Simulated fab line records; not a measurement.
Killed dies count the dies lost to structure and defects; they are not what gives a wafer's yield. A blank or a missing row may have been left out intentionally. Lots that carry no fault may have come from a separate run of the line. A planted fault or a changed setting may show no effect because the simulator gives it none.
Chamber matching || flow gf180mcu || rieDiel-02 running GF_V5_ETCH_16: 4 sister chambers
The step etches BARC in N2/H2. 18 wafers are shown with their chamber, then 9 later ones without.

WAFERS PAIRED WITH THEIR CHAMBERS
{"wafer": "L077.1", "chamber": 2, "drypumpMotorCurrentA (A)": 6.4, "rfFwdPowerW (W)": 495.3, "throttleValvePct (%)": 13.232}
{"wafer": "L077.4", "chamber": 3, "drypumpMotorCurrentA (A)": 5.8, "rfFwdPowerW (W)": 494.7, "throttleValvePct (%)": 13.237}
{"wafer": "L077.6", "chamber": 1, "drypumpMotorCurrentA (A)": 5.8, "rfFwdPowerW (W)": 492.9, "throttleValvePct (%)": 13.208}
{"wafer": "L078.2", "chamber": 0, "drypumpMotorCurrentA (A)": 6.5, "rfFwdPowerW (W)": 495.2, "throttleValvePct (%)": 13.235}
{"wafer": "L078.3", "chamber": 3, "drypumpMotorCurrentA (A)": 5.8, "rfFwdPowerW (W)": 498.8, "throttleValvePct (%)": 13.210}
{"wafer": "L078.6", "chamber": 3, "drypumpMotorCurrentA (A)": 5.8, "rfFwdPowerW (W)": 498.9, "throttleValvePct (%)": 13.210}
{"wafer": "L084.3", "chamber": 3, "drypumpMotorCurrentA (A)": 5.8, "rfFwdPowerW (W)": 496.2, "throttleValvePct (%)": 13.219}
{"wafer": "L084.4", "chamber": 2, "drypumpMotorCurrentA (A)": 6.3, "rfFwdPowerW (W)": 497.3, "throttleValvePct (%)": 13.227}
{"wafer": "L084.6", "chamber": 0, "drypumpMotorCurrentA (A)": 6.5, "rfFwdPowerW (W)": 495.6, "throttleValvePct (%)": 13.227}
{"wafer": "L085.2", "chamber": 0, "drypumpMotorCurrentA (A)": 6.5, "rfFwdPowerW (W)": 497.0, "throttleValvePct (%)": 13.228}
{"wafer": "L085.3", "chamber": 1, "drypumpMotorCurrentA (A)": 5.8, "rfFwdPowerW (W)": 490.5, "throttleValvePct (%)": 13.225}
{"wafer": "L085.5", "chamber": 2, "drypumpMotorCurrentA (A)": 6.4, "rfFwdPowerW (W)": 494.5, "throttleValvePct (%)": 13.219}
{"wafer": "L089.2", "chamber": 0, "drypumpMotorCurrentA (A)": 6.5, "rfFwdPowerW (W)": 496.3, "throttleValvePct (%)": 13.227}
{"wafer": "L089.4", "chamber": 3, "drypumpMotorCurrentA (A)": 5.8, "rfFwdPowerW (W)": 497.1, "throttleValvePct (%)": 13.235}
{"wafer": "L089.6", "chamber": 2, "drypumpMotorCurrentA (A)": 6.3, "rfFwdPowerW (W)": 493.8, "throttleValvePct (%)": 13.232}
{"wafer": "L088.2", "chamber": 2, "drypumpMotorCurrentA (A)": 6.3, "rfFwdPowerW (W)": 496.6, "throttleValvePct (%)": 13.240}
{"wafer": "L088.3", "chamber": 3, "drypumpMotorCurrentA (A)": 5.8, "rfFwdPowerW (W)": 497.0, "throttleValvePct (%)": 13.199}
{"wafer": "L088.6", "chamber": 2, "drypumpMotorCurrentA (A)": 6.3, "rfFwdPowerW (W)": 495.5, "throttleValvePct (%)": 13.227}

SIGNATURES (means of the wafers above)
{"reading": "drypumpMotorCurrentA", "chamber 0": 6.500, "chamber 1": 5.800, "chamber 2": 6.333, "chamber 3": 5.800, "scatter within a chamber": 0.0309}
{"reading": "rfFwdPowerW", "chamber 0": 496.025, "chamber 1": 491.700, "chamber 2": 495.500, "chamber 3": 497.117, "scatter within a chamber": 1.36}
{"reading": "throttleValvePct", "chamber 0": 13.22925, "chamber 1": 13.21650, "chamber 2": 13.22950, "chamber 3": 13.21833, "scatter within a chamber": 0.0106}
Rule: a wafer lies at a distance from a chamber equal to the root of the sum of squares, over the readings, of (its reading less the chamber's mean, divided by the reading's scatter). If the next closest chamber is less than 2 further off than the closest, the wafer can't be placed; otherwise it belongs to the closest. How the scatter is found: for the shown wafers, subtract from each reading the mean of its chamber, square and add these, divide the total by (wafers less chambers), then take the root.

WAFERS WHOSE CHAMBER IS MISSING
{"wafer": "L090.2", "drypumpMotorCurrentA (A)": 5.8, "rfFwdPowerW (W)": 496.7, "throttleValvePct (%)": 13.220}
{"wafer": "L090.3", "drypumpMotorCurrentA (A)": 6.3, "rfFwdPowerW (W)": 496.3, "throttleValvePct (%)": 13.227}
{"wafer": "L090.4", "drypumpMotorCurrentA (A)": 5.8, "rfFwdPowerW (W)": 493.0, "throttleValvePct (%)": 13.236}
{"wafer": "L093.1", "drypumpMotorCurrentA (A)": 5.8, "rfFwdPowerW (W)": 495.8, "throttleValvePct (%)": 13.237}
{"wafer": "L093.3", "drypumpMotorCurrentA (A)": 6.4, "rfFwdPowerW (W)": 496.7, "throttleValvePct (%)": 13.233}
{"wafer": "L093.6", "drypumpMotorCurrentA (A)": 5.8, "rfFwdPowerW (W)": 496.0, "throttleValvePct (%)": 13.221}
{"wafer": "L095.2", "drypumpMotorCurrentA (A)": 5.8, "rfFwdPowerW (W)": 493.3, "throttleValvePct (%)": 13.218}
{"wafer": "L095.4", "drypumpMotorCurrentA (A)": 6.5, "rfFwdPowerW (W)": 498.0, "throttleValvePct (%)": 13.224}
{"wafer": "L095.6", "drypumpMotorCurrentA (A)": 6.4, "rfFwdPowerW (W)": 498.2, "throttleValvePct (%)": 13.212}

EACH ONE'S CHAMBER
{"wafer": "L090.2", "from the rows above": 3, "in truth": 3}
{"wafer": "L090.3", "from the rows above": 2, "in truth": 2}
{"wafer": "L090.4", "from the rows above": "can't be placed: 1 or 3", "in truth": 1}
{"wafer": "L093.1", "from the rows above": "can't be placed: 3 or 1", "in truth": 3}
{"wafer": "L093.3", "from the rows above": "can't be placed: 2 or 0", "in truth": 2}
{"wafer": "L093.6", "from the rows above": 3, "in truth": 3}
{"wafer": "L095.2", "from the rows above": "can't be placed: 1 or 3", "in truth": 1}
{"wafer": "L095.4", "from the rows above": 0, "in truth": 0}
{"wafer": "L095.6", "from the rows above": "can't be placed: 2 or 0", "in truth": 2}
Correct placement for 4 of the 9. From these rows, 5 cannot be placed; in 5 the true chamber is one of the candidates. Wrongly placed: 0.
